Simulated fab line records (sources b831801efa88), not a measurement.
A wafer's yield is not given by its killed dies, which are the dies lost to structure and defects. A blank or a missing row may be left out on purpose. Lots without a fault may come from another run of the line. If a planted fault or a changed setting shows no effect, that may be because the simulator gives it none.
Chamber matching / flow sfq-line / SFQ_TRILAYER_I7_CMP_CMP_184 on cmp-01: 4 sister chambers
The step polishes SiO2. 14 wafers are shown with their chamber, then 7 later ones without.

## EACH WAFER AND ITS CHAMBER
wafer=L958.4; chamber=1; motor-current-A (A)=8.8; edge-zone-pressure-frac=0.998; time-to-endpoint-s (s)=212
wafer=L958.3; chamber=3; motor-current-A (A)=10.5; edge-zone-pressure-frac=0.995; time-to-endpoint-s (s)=203
wafer=L958.5; chamber=2; motor-current-A (A)=10.2; edge-zone-pressure-frac=1.001; time-to-endpoint-s (s)=215
wafer=L962.2; chamber=3; motor-current-A (A)=10.3; edge-zone-pressure-frac=0.996; time-to-endpoint-s (s)=209
wafer=L962.3; chamber=0; motor-current-A (A)=11.7; edge-zone-pressure-frac=0.998; time-to-endpoint-s (s)=209
wafer=L962.4; chamber=2; motor-current-A (A)=11.4; edge-zone-pressure-frac=0.998; time-to-endpoint-s (s)=218
wafer=L968.1; chamber=2; motor-current-A (A)=11.0; edge-zone-pressure-frac=1.000; time-to-endpoint-s (s)=219
wafer=L968.4; chamber=3; motor-current-A (A)=10.6; edge-zone-pressure-frac=0.997; time-to-endpoint-s (s)=222
wafer=L968.6; chamber=2; motor-current-A (A)=10.1; edge-zone-pressure-frac=0.999; time-to-endpoint-s (s)=223
wafer=L971.2; chamber=1; motor-current-A (A)=9.1; edge-zone-pressure-frac=1.004; time-to-endpoint-s (s)=206
wafer=L971.5; chamber=1; motor-current-A (A)=9.1; edge-zone-pressure-frac=1.010; time-to-endpoint-s (s)=212
wafer=L971.6; chamber=2; motor-current-A (A)=11.2; edge-zone-pressure-frac=0.993; time-to-endpoint-s (s)=216
wafer=L973.3; chamber=2; motor-current-A (A)=10.4; edge-zone-pressure-frac=1.001; time-to-endpoint-s (s)=206
wafer=L973.4; chamber=1; motor-current-A (A)=8.9; edge-zone-pressure-frac=0.999; time-to-endpoint-s (s)=208

SIGNATURES (averages over the wafers above)
reading=motor-current-A; chamber 0=11.700; chamber 1=8.975; chamber 2=10.717; chamber 3=10.467; scatter within a chamber=0.405
reading=edge-zone-pressure-frac; chamber 0=0.99800; chamber 1=1.00275; chamber 2=0.99867; chamber 3=0.99600; scatter within a chamber=0.00372
reading=time-to-endpoint-s; chamber 0=209.00; chamber 1=209.50; chamber 2=216.17; chamber 3=211.33; scatter within a chamber=6.15
Rule: a wafer lies at a distance from a chamber equal to the root of the sum of squares, over the readings, of (its reading less the chamber's mean, divided by the reading's scatter). If the next closest chamber is less than 2 further off than the closest, the wafer can't be placed; otherwise it belongs to the closest. The scatter is the square root of a quotient: the sum, over the shown wafers, of each reading's squared deviation from its chamber's mean, divided by wafers minus chambers.

## WAFERS WITHOUT THEIR CHAMBER
wafer=L973.5; motor-current-A (A)=11.2; edge-zone-pressure-frac=0.999; time-to-endpoint-s (s)=217
wafer=L976.4; motor-current-A (A)=11.2; edge-zone-pressure-frac=1.001; time-to-endpoint-s (s)=215
wafer=L976.2; motor-current-A (A)=8.7; edge-zone-pressure-frac=0.994; time-to-endpoint-s (s)=207
wafer=L976.5; motor-current-A (A)=10.0; edge-zone-pressure-frac=1.002; time-to-endpoint-s (s)=215
wafer=L979.1; motor-current-A (A)=9.3; edge-zone-pressure-frac=0.995; time-to-endpoint-s (s)=214
wafer=L979.2; motor-current-A (A)=11.5; edge-zone-pressure-frac=0.995; time-to-endpoint-s (s)=216
wafer=L979.6; motor-current-A (A)=10.6; edge-zone-pressure-frac=1.006; time-to-endpoint-s (s)=228

## THE CHAMBER EACH PASSED THROUGH
wafer=L973.5; from the rows above=can't be placed: 2 or 0 or 3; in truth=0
wafer=L976.4; from the rows above=can't be placed: 2 or 0 or 3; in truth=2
wafer=L976.2; from the rows above=can't be placed: 1 or 3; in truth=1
wafer=L976.5; from the rows above=can't be placed: 2 or 3 or 1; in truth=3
wafer=L979.1; from the rows above=can't be placed: 1 or 3 or 2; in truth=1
wafer=L979.2; from the rows above=can't be placed: 0 or 2 or 3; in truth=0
wafer=L979.6; from the rows above=can't be placed: 2 or 3 or 0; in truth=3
Placed correctly: 0 of 7. Unplaceable from these rows: 7, with the true chamber sitting among the candidates in 7. 0 placed wrongly.
